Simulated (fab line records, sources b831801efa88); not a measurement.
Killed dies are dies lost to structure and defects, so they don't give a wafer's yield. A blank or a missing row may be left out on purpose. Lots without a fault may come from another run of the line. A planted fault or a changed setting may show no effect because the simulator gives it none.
fab line records | flow sky130
record lots=12 wafers=35 last_day=50
route steps=708 shown POLY_GATE@230 LDD_P@266 LDD_HVN@275 PAD_OPEN@708
lots that met no fault: from a run of the same line without faults
start_h: hours from the record's first day to the start of the lot's first wafer shown | wait_h: hours since the lot's step before | " the same as in the row above | L1.1+2: a row that stands for several wafers | - no value, or no start given | * or withheld: withheld | < > ~ a bound
route shown NAME@n: a module of which the file shows steps, and the number in the route of the first | usual: mean/standard deviation of fault-free wafers | same: alike in all rows | chamber/n: place in a boat | sites: the reading at each site | _std_site: their standard deviation | _edge_site: outer sites' mean less inner sites' | radius_mm: how far each site lies from the wafer's centre | mask NAME#n: copy n | behind: the tool/chamber that last shaped the wafer | hold: why the lot was held/for how many hours/how that ended | device: the transistor (n, p or np) that didn't switch | end of line: the same wafers' tests at the end of the route | a step without rows: its recipe alone | killed: dies lost to structure and defects at the first sort, not the wafer's yield | map: a wafer's dies, x killed, . not, _ none there
set.NAME: the setting as run; set.NAME@STEP: as run at that earlier step | model.NAME: the simulator's own value behind a step, which no gauge read
steps of the route over a sample of lots; a table a step, a row a wafer
services: from which hour (start_h, from the record's first day; less than 0 if before it) a tool's chamber was out of use, for how many hours, and why
## steps
# step SKY_POLY_GATE_ETCH_16
# recipe stop_on=poly-Si chemistry=CH3F/O2 target=Si3N4 source_w=400 bias_w=80 pressure_mtorr=25 ch3f_flow_sccm=40 O2_flow_sccm=30 time_s=147.5 target_depth_a=750
# usual bias_w=80.04/0.23 drypump_motor_current_A=5.8/0.36 oes_product_au=0.639/0.0052 throttle_valve_pct=10.535/0.009
# columns lot.wafer tool chamber start_h wait_h bias_w drypump_motor_current_A oes_product_au rf_hours_counter_h throttle_valve_pct
L446.1 rie_diel-02 2 364.64 0.0 80.07 6.4 0.643 55 10.540
L446.4 " 3 " " 79.76 6.0 0.646 1 10.549
L446.6 " 1 " " 79.76 5.5 0.637 - 10.536
L447.1 rie_diel-01 1 368.17 0.0 80.00 6.0 0.640 48 10.533
L447.2 " 0 " " 80.02 6.0 0.640 47 10.539
L447.6 " 1 " " 79.74 6.0 0.645 - 10.523
L448.1 rie_diel-03 1 384.77 0.0 80.28 5.3 0.636 8 10.527
L448.5 " 0 " " 79.77 5.8 0.652 - 10.537
L448.6 " 1 " " 80.01 5.3 0.632 - 10.543
L449.1 rie_diel-03 2 392.82 0.0 79.86 5.5 0.634 73 10.535
L449.3 " 3 " " 80.00 6.3 0.640 4 10.526
L449.6 " 1 " " 80.02 5.3 0.641 - 10.528
L451.1 rie_diel-02 3 408.26 0.0 80.20 6.0 0.634 2 10.536
L451.3 " 2 " " 79.83 6.4 0.643 56 10.530
L451.5 " 0 " " 80.49 5.3 0.637 - 10.532
L454.3 rie_diel-02 3 438.06 0.0 80.33 6.0 0.636 2 10.548
L454.5 " 0 " " 79.59 5.2 0.639 - 10.531
L454.6 " 3 " " 80.48 6.0 0.633 - 10.529
L461.1 rie_diel-02 1 497.07 0.0 80.43 5.5 0.641 50 10.533
L461.3 " 0 " " 79.97 5.2 0.639 7 10.532
L461.4 " 3 " " 79.77 6.0 0.639 3 10.545
L462.1 rie_diel-03 1 503.71 0.0 80.05 5.3 0.637 10 10.544
L462.6 " 2 " " 80.35 5.5 0.641 - 10.533
L465.2 rie_diel-01 3 536.29 0.0 80.06 5.6 0.642 14 10.536
L465.4 " 3 " " 80.16 5.6 0.636 - 10.541
L465.6 " 1 " " 80.15 6.0 0.632 - 10.535
L464.1 rie_diel-02 2 536.47 0.0 80.10 6.4 0.637 58 10.522
L464.4 " 3 " " 80.11 6.0 0.638 4 10.537
L464.5 " 2 " " 80.18 6.4 0.638 - 10.549
L466.1 rie_diel-01 0 549.82 0.0 79.99 6.0 0.639 50 10.518
L466.3 " 3 " " 80.28 5.6 0.641 14 10.536
L466.5 " 1 " " 80.03 6.0 0.641 - 10.539
L467.1 rie_diel-02 0 550.47 0.0 79.85 5.3 0.641 8 10.535
L467.3 " 2 " " 79.88 6.4 0.635 59 10.535
L467.6 " 3 " " 79.73 6.0 0.643 - 10.547
# step SKY_POLY_GATE_STRIP_18
# recipe chemistry=O2/N2 power_w=1400 pressure_mtorr=1500 platen_temp_c=withheld o2_flow_sccm=3000 n2_flow_sccm=300 overash_fraction=0.5
# usual drypump_motor_current_A=5.7/0.48 oes_product_au=0.361/0.0046 strip_time_to_endpoint_s=3.17/0.04
# columns lot.wafer tool chamber start_h wait_h drypump_motor_current_A oes_product_au rf_hours_counter_h strip_time_to_endpoint_s
L446.1 plasma_asher-03 0 364.79 0.0 5.8 0.374 25 3.14
L446.4 " 1 " " 5.7 0.360 - 3.23
L446.6 " 1 " " 5.7 0.355 - 3.18
L447.1 plasma_asher-01 0 368.32 0.0 6.4 0.358 63 3.20
L447.2 " 1 " " 5.0 0.358 63 3.20
L447.6 " 1 " " 5.0 0.362 - 3.21
L448.1 plasma_asher-01 0 384.92 0.0 6.4 0.363 64 3.17
L448.5 " 0 " " 6.4 0.364 - 3.16
L448.6 " 1 " " 5.0 0.362 - 3.18
L449.1 plasma_asher-02 0 392.97 0.0 6.1 0.367 57 3.20
L449.3 " 0 " " 6.1 0.362 - 3.22
L449.6 " 0 " " 6.1 0.359 - 3.17
L451.1 plasma_asher-02 1 408.41 0.0 5.5 0.355 58 3.16
L451.3 " 1 " " 5.5 0.360 - 3.17
L451.5 " 1 " " 5.5 0.363 - 3.16
L454.3 plasma_asher-02 0 438.25 0.1 6.1 0.357 - 3.21
L454.5 " 1 " " 5.4 0.373 - 3.24
L454.6 " 0 " " 6.1 0.367 - 3.18
L461.1 plasma_asher-01 0 497.22 0.0 6.4 0.360 76 3.11
L461.3 " 0 " " 6.4 0.353 - 3.16
L461.4 " 1 " " 4.9 0.368 - 3.16
L462.1 plasma_asher-03 1 503.86 0.0 5.7 0.368 39 3.14
L462.6 " 0 " " 5.8 0.366 - 3.13
L465.2 plasma_asher-03 1 536.44 0.0 5.7 0.365 43 3.10
L465.4 " 1 " " 5.7 0.361 - 3.13
L465.6 " 0 " " 5.8 0.361 - 3.16
L464.1 plasma_asher-01 1 536.62 0.0 5.0 0.355 80 3.14
L464.4 " 0 " " 6.4 0.359 - 3.16
L464.5 " 1 " " 5.0 0.364 - 3.17
L466.1 plasma_asher-01 0 549.97 0.0 6.4 0.363 82 3.21
L466.3 " 0 " " 6.4 0.355 - 3.10
L466.5 " 0 " " 6.4 0.358 - 3.17
L467.1 plasma_asher-03 1 550.62 0.0 5.7 0.365 45 3.21
L467.3 " 0 " " 5.8 0.359 - 3.13
L467.6 " 1 " " 5.7 0.361 - 3.15
# step SKY_LDD_P_TW_MEAS_11
# usual LDD_P_TW=641/3.9
# columns lot.wafer tool chamber start_h wait_h LDD_P_TW
L446.1 film_metro-04 - 425.55 0.1 645
L446.4 " - " " 646
L446.6 " - " " 645
L447.1 film_metro-02 - 430.58 0.1 642
L447.2 " - " " 645
L447.6 " - " " 644
L448.1 film_metro-01 - 447.48 0.1 636
L448.5 " - " " 638
L448.6 " - " " 636
L449.1 film_metro-01 - 457.58 0.1 643
L449.3 " - " " 644
L449.6 " - " " 643
L451.1 film_metro-01 - 472.13 0.1 644
L451.3 " - " " 643
L451.5 " - " " 642
L454.3 film_metro-02 - 504.27 0.1 638
L454.5 " - " " 637
L454.6 " - " " 639
L461.1 film_metro-04 - 561.47 0.1 649
L461.3 " - " " 648
L461.4 " - " " 647
L462.1 film_metro-01 - 569.27 0.1 644
L462.6 " - " " 640
L465.2 film_metro-02 - 599.88 0.1 641
L465.4 " - " " 640
L465.6 " - " " 641
L464.1 film_metro-01 - 600.12 0.1 640
L464.4 " - " " 640
L464.5 " - " " 641
L466.1 film_metro-01 - 612.62 0.1 640
L466.3 " - " " 641
L466.5 " - " " 639
L467.1 film_metro-04 - 613.60 0.1 640
L467.3 " - " " 642
L467.6 " - " " 643
# step SKY_LDD_HVN_IMPLANT_08
# recipe species=P energy_kev=60 dose_cm2=3e+13 tilt_deg=40
# same implant_ion_amu=31
# columns lot.wafer tool chamber start_h wait_h
L446.1+4+6 implanter-01 0 456.00 0.0
L447.1+2+6 implanter-02 0 461.47 0.0
L448.1+5+6 implanter-04 0 478.42 0.0
L449.1+3+6 implanter-02 0 488.38 0.0
L451.1+3+5 implanter-01 0 502.12 0.0
L454.3+5+6 implanter-01 0 532.70 0.1
L461.1+3+4 implanter-01 0 591.20 0.0
L462.1+6 implanter-01 0 598.27 0.0
L465.2+4+6 implanter-02 0 628.99 0.0
L464.1+4+5 implanter-01 0 629.73 0.0
L466.1+3+5 implanter-02 0 641.43 0.0
L467.1+3+6 implanter-02 0 643.12 0.0
# step SKY_LDD_HVN_TW_MEAS_10
# usual LDD_HVN_TW=1445/10
# columns lot.wafer tool chamber start_h wait_h hold LDD_HVN_TW
L446.1 film_metro-03 - 456.25 0.1 - 1426
L446.4 " - " " - 1432
L446.6 " - " " - 1434
L447.1 film_metro-03 - 461.72 0.1 - 1422
L447.2 " - " " - 1426
L447.6 " - " " - 1430
L448.1 film_metro-02 - 478.67 0.1 - 1444
L448.5 " - " " - 1437
L448.6 " - " " - 1447
L449.1 film_metro-03 - 488.63 0.1 - 1435
L449.3 " - " " - 1448
L449.6 " - " " - 1446
L451.1 film_metro-04 - 502.37 0.1 - 1463
L451.3 " - " " - 1461
L451.5 " - " " - 1458
L454.3 film_metro-04 - 532.92 0.1 - 1456
L454.5 " - " " - 1460
L454.6 " - " " - 1459
L461.1 film_metro-02 - 591.45 0.1 await_dispo/0.2h/release 1394
L461.3 " - " " await_dispo/0.2h/release 1452
L461.4 " - " " await_dispo/0.2h/release 1451
L461.1 film_metro-02 - 591.68 0.2 - 1405
L461.3 " - " " - 1449
L461.4 " - " " - 1453
L462.1 film_metro-04 - 598.52 0.1 await_dispo/0.2h/release 1402
L462.6 " - " " await_dispo/0.2h/release 1457
L462.1 film_metro-04 - 598.81 0.3 - 1401
L462.6 " - " " - 1452
L465.2 film_metro-02 - 629.23 0.1 - 1441
L465.4 " - " " - 1445
L465.6 " - " " - 1449
L464.1 film_metro-02 - 629.98 0.1 await_dispo/0.2h/release 1395
L464.4 " - " " await_dispo/0.2h/release 1443
L464.5 " - " " await_dispo/0.2h/release 1451
L464.1 film_metro-02 - 630.21 0.2 - 1384
L464.4 " - " " - 1446
L464.5 " - " " - 1453
L466.1 film_metro-03 - 641.68 0.1 - 1441
L466.3 " - " " - 1437
L466.5 " - " " - 1432
L467.1 film_metro-03 - 643.37 0.1 - 1446
L467.3 " - " " - 1439
L467.6 " - " " - 1441
# step SKY_PAD_OPEN_PROBE_99
# usual killed_at_M0_to_M3=42/7.4 killed_at_M4_up=3.4/1.8 killed_at_contacts=25/5.4 killed_at_front_end=15/4.4 killed_at_other=0.2/0.52 killed_dies=86/9.3 killed_open=47/7.6 killed_short=39/6.5
# same gross_dies=492 killed_at_back_side=0
# columns lot.wafer tool chamber start_h wait_h killed_at_M0_to_M3 killed_at_M4_up killed_at_contacts killed_at_front_end killed_at_other killed_dies killed_open killed_short
L449.1 prober-02 - 1090.45 0.1 37 3 17 18 0 75 33 42
L449.3 prober-02 - 1090.55 0.2 36 2 25 21 0 84 51 33
L449.6 prober-02 - 1090.70 0.2 40 7 30 13 1 91 54 37
L454.3 prober-01 - 1123.87 0.2 43 4 18 17 0 82 50 32
L454.5 prober-01 - 1123.97 0.2 48 2 13 14 1 78 42 36
L454.6 prober-01 - 1124.02 0.2 57 1 29 6 1 94 38 56
L461.1 prober-01 - 1160.47 0.1 45 3 26 16 0 90 53 37
L461.3 prober-01 - 1160.57 0.2 46 5 18 14 0 83 41 42
L461.4 prober-01 - 1160.62 0.2 33 2 22 22 1 80 41 39
# killed by level:class
L449.1 METAL2:geometric_particle:short=8 VIA1:geometric_particle:open=7 POLY_GATE:geometric_particle:open=6 CONTACT:geometric_particle:short=6 VIA2:geometric_particle:open=5 LOCAL_INTERCONNECT:geometric_particle:short=4 VIA2:geometric_particle:short=4 SPACER:geometric_particle:open=3
L449.3 CONTACT:geometric_particle:open=10 VIA2:geometric_particle:open=8 FIELD_ISO:geometric_particle:open=6 POLY_GATE:geometric_particle:short=6 LOCAL_INTERCONNECT:geometric_particle:short=6 VIA1:geometric_particle:open=6 VIA3:geometric_particle:open=6 LOCAL_INTERCONNECT:geometric_particle:open=5
L449.6 CONTACT:geometric_particle:open=16 VIA1:geometric_particle:open=12 VIA3:geometric_particle:open=8 METAL1:geometric_particle:short=6 METAL4:geometric_particle:short=6 LI_CONTACT:geometric_particle:short=4 FIELD_ISO:geometric_particle:short=4 FIELD_ISO:geometric_particle:open=4
L454.3 VIA1:geometric_particle:open=11 VIA3:geometric_particle:open=11 POLY_GATE:geometric_particle:open=5 LOCAL_INTERCONNECT:geometric_particle:short=5 METAL1:geometric_particle:short=5 VIA2:geometric_particle:open=5 FIELD_ISO:geometric_particle:open=4 LI_CONTACT:geometric_particle:open=4
L454.5 METAL2:geometric_particle:short=9 VIA1:geometric_particle:open=7 VIA2:geometric_particle:open=7 POLY_GATE:geometric_particle:open=6 CONTACT:geometric_particle:open=5 VIA3:geometric_particle:open=5 LI_CONTACT:geometric_particle:open=4 METAL3:geometric_particle:short=4
L454.6 METAL1:geometric_particle:short=11 CONTACT:geometric_particle:open=11 VIA3:geometric_particle:open=8 METAL2:geometric_particle:short=8 LOCAL_INTERCONNECT:geometric_particle:short=6 VIA2:geometric_particle:open=6 CONTACT:geometric_particle:short=5 VIA1:geometric_particle:short=5
L461.1 VIA1:geometric_particle:open=10 LI_CONTACT:geometric_particle:open=9 CONTACT:geometric_particle:open=9 METAL2:geometric_particle:short=8 VIA3:geometric_particle:open=8 VIA1:geometric_particle:short=5 CONTACT:geometric_particle:short=3 METAL1:geometric_particle:short=3
L461.3 METAL2:geometric_particle:short=8 CONTACT:geometric_particle:open=7 VIA3:geometric_particle:open=7 METAL3:geometric_particle:short=7 VIA1:geometric_particle:open=6 VIA2:geometric_particle:open=6 METAL4:geometric_particle:short=5 FIELD_ISO:geometric_particle:short=4
L461.4 CONTACT:geometric_particle:open=7 FIELD_ISO:geometric_particle:open=6 VIA1:geometric_particle:open=6 LOCAL_INTERCONNECT:geometric_particle:short=5 VIA3:geometric_particle:open=5 FIELD_ISO:geometric_particle:short=4 POLY_GATE:geometric_particle:short=4 POLY_GATE:geometric_particle:open=4
## services
# columns tool chamber start_h hours kind
rie_diel-01 3 346.07 6.6 repair
plasma_asher-02 - 347.59 2.8 pm
implanter-01 - 355.08 3.9 repair
rie_diel-01 0 355.87 4.6 repair
rie_diel-02 - 360.23 2.8 pm
rie_diel-01 3 360.43 7.3 repair
implanter-01 - 377.12 2.4 repair
implanter-02 - 378.02 13.4 pm
implanter-02 - 400.52 1.9 repair
plasma_asher-03 - 411.66 0.6 repair
implanter-02 - 447.07 3.8 repair
plasma_asher-01 - 447.50 4.0 repair
implanter-02 - 459.82 1.6 repair
rie_diel-01 - 497.33 14.6 pm
rie_diel-02 0 513.58 12.0 repair
plasma_asher-02 - 513.63 28.1 pm
rie_diel-02 1 520.58 14.8 repair
rie_diel-01 0 534.33 4.8 repair
implanter-02 - 558.56 2.8 repair
implanter-02 - 568.65 3.4 pm
rie_diel-02 3 573.55 7.1 repair
implanter-02 - 591.92 16.2 repair
implanter-01 - 607.79 1.2 repair
implanter-01 - 640.28 4.1 pm
## key
first_sign step=SKY_LDD_HVN_TW_MEAS_10 reading=visit direction=added
effect step=SKY_LDD_HVN_TW_MEAS_10 reading=LDD_HVN_TW direction=down sigmas=4.7 usual=1445 struck=1397
met_at SKY_LDD_HVN_IMPLANT_08
struck_lots L461,L462,L464
struck_wafers L461.1,L462.1,L464.1
tester_left_out L461,L462,L464
not_acting_at SKY_POLY_GATE_ETCH_16,SKY_POLY_GATE_STRIP_18,SKY_LDD_P_TW_MEAS_11
onset_between 532.70 591.20
fault kind=process_parameter_drift tool=implanter-01 chamber=- onset_h=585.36 steps=SKY_LDD_HVN_IMPLANT_08 channel=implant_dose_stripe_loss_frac offset=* shape=step end_h=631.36 scope=struck_wafers_only
# tester_left_out: of these lots the tester's yield and bins aren't shown, on N5 and GAA mostly nor the transistor test; their killed dies are dies lost to structure and defects alone, not to doping, threshold or leakage, so they don't give the yield
